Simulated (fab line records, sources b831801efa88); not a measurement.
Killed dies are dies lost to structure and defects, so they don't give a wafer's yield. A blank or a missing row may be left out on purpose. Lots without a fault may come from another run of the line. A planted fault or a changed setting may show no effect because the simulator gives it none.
Which tool did it? | flow sky130 | 7 lots, 21 wafers sampled, at 1 step of a route of 708

WHAT THE GAUGES READ, wafer by wafer
SKY_CAP2M_RS_MEAS_03: measures by four-point-probe.
lot  | measured     | on            | CAP2M_TIN_RS (ohm/sq)
L292 | day 39 16:16 | film_metro-04 | 6.78 6.78 6.82
L294 | day 40 11:38 | film_metro-01 | 6.84 6.81 6.82
L299 | day 42 08:38 | film_metro-04 | 6.84 6.87 6.86
L298 | day 43 04:11 | film_metro-02 | 6.92 6.89 6.85
L303 | day 43 12:26 | film_metro-04 | 6.87 6.84 6.95
L309 | day 44 21:58 | film_metro-04 | 6.75 6.79 6.73
L311 | day 45 11:22 | film_metro-04 | 6.90 6.92 6.88

WHICH TOOL RAN EACH LOT (tool, then ch and the chambers of the sampled wafers, then the start)
The record holds no process step before these readings.

THE ANSWER, worked out from the rows above alone
Rule: what is usual is taken from the lots themselves. Put in order of their means at a reading, lots are off if they are a third of the lots or fewer, leave a main group of 4 or more, and stand apart from it by a gap of 3 or more times the standard deviation of the main group's means; of several such gaps the widest counts. A main group whose means are all the same, to the digits that the tables above print for the reading, isn't used. A lot without any number at a reading at which 4 lots or more have one is off too. The other lots that the step has rows for count as sound.
No lot is off at any reading shown: from this, nothing can be told.

WHAT THE SIMULATOR HAD PUT IN
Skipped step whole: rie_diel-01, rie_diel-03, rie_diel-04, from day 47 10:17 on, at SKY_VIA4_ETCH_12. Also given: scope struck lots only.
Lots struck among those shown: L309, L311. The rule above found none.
